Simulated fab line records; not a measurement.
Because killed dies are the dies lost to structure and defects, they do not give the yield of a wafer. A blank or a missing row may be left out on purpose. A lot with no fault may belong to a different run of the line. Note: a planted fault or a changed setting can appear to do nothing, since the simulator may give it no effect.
Split-lot trial    flow gf180mcu    route with 602 steps; 5 lots, 23 wafers read

ON THE SPLIT
At GF_CONTACT_CMP_04 (polishes SiO2), the setting leaveAboveRefNm was moved away from the recipe's 560 nm on 10 of the 23 wafers read, by -4.2% to +4.4%. For the rest of the wafers, this setting stayed at what the recipe calls for.

The split's own step is where the reading is taken.

THE READING
SiO2_of_CONTACT_CVD_02.thkNm (the simulator's own value, which no gauge read), in nm, at GF_CONTACT_CMP_04 (polishes SiO2). No usual value for it is given in the file. Average 560.7 nm, standard deviation 1.1 nm, over the 13 wafers here run with the recipe.

wafer   tool, chamber at the split  leaveAboveRefNm as run, nm  against the recipe  SiO2_of_CONTACT_CVD_02.thkNm, nm  against lot-mates on the recipe
L079.2  cmp-01, 1                   547.3                       -2.3%               547.3                             -13.4
L079.4  cmp-01, 2                   547.3                       -2.3%               546.5                             -14.2
L079.3  cmp-01, 3                   547.3                       -2.3%               547.4                             -13.3
L079.5  cmp-01, 0                   560                         recipe              560.8                             -
L079.6  cmp-01, 1                   560                         recipe              560.6                             -
L080.2  cmp-02, 2                   560                         recipe              560.8                             -
L080.5  cmp-02, 2                   560                         recipe              561.8                             -
L080.6  cmp-02, 3                   560                         recipe              561.1                             -
L081.4  cmp-02, 0                   560                         recipe              557.6                             -
L081.3  cmp-02, 1                   560                         recipe              560.2                             -
L081.1  cmp-02, 2                   584.7                       +4.4%               585.9                             +26.5
L081.2  cmp-02, 3                   560                         recipe              560.5                             -
L081.5  cmp-02, 1                   584.7                       +4.4%               585.2                             +25.8
L082.2  cmp-02, 2                   560                         recipe              561.6                             -
L082.3  cmp-02, 3                   583.9                       +4.3%               585.4                             +24.9
L082.1  cmp-02, 0                   560                         recipe              559.3                             -
L082.5  cmp-02, 1                   583.9                       +4.3%               585                               +24.5
L082.6  cmp-02, 2                   583.9                       +4.3%               585.9                             +25.4
L084.4  cmp-01, 0                   560                         recipe              561.9                             -
L084.1  cmp-01, 1                   560                         recipe              561.8                             -
L084.2  cmp-01, 2                   560                         recipe              560.6                             -
L084.6  cmp-01, 3                   536.7                       -4.2%               537.7                             -23.7
L084.5  cmp-01, 0                   536.7                       -4.2%               539                               -22.4

THE FIT
A straight line over all 23 wafers: SiO2_of_CONTACT_CVD_02.thkNm changes by +5.67 nm for each +1% of leaveAboveRefNm; r = +1.00; the points scatter about the line by 1.1 nm.
The same after taking each lot's own level away (the mean of its wafers on the recipe; 23 wafers): +5.81 nm for each +1%; r = +1.00; scatter 0.84 nm.
According to that fit, moving leaveAboveRefNm by its largest amount changes the reading by 26 nm.
Measured against the standard deviation above, the lots' own levels, which go from 559.43 to 561.43 nm, span 1.8 times it.
Hence the lot-to-lot level has little effect on the slope; both slopes agree.
Check: with one of the wafers moved furthest among these (+4.4%) left out of the fit, the line predicts +25.6 nm for it against its lot-mates. Against them it came out at +26.5 nm.

ADDITIONAL SPLITS CARRIED BY THESE WAFERS
Note: prior to the reading, these wafers also went through further splits. Each is held against what the fit with the lots' levels taken away leaves over:
other split on the same wafers  wafers away from the commonest value  r with SiO2_of_CONTACT_CVD_02.thkNm (lot level and that fit taken away)
GF_HV_LDD_IMPLANT_48 energyKev  8                                     -0.31
GF_HV_LDD_CVD_54 targetThkNm    15                                    +0.16
GF_NSD_COAT_02 resistThkNm      9                                     -0.01
GF_PSD_COAT_02 spinRpm          12                                    -0.10
GF_PSD_DEVELOP_06 devTempC      7                                     -0.06
GF_SAB_DEVELOP_08 devTempC      6                                     +0.01

FILE'S OWN FIT
SiO2_of_CONTACT_CVD_02.thkNm changes by +5.8 nm for each +1% of leaveAboveRefNm, r = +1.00.
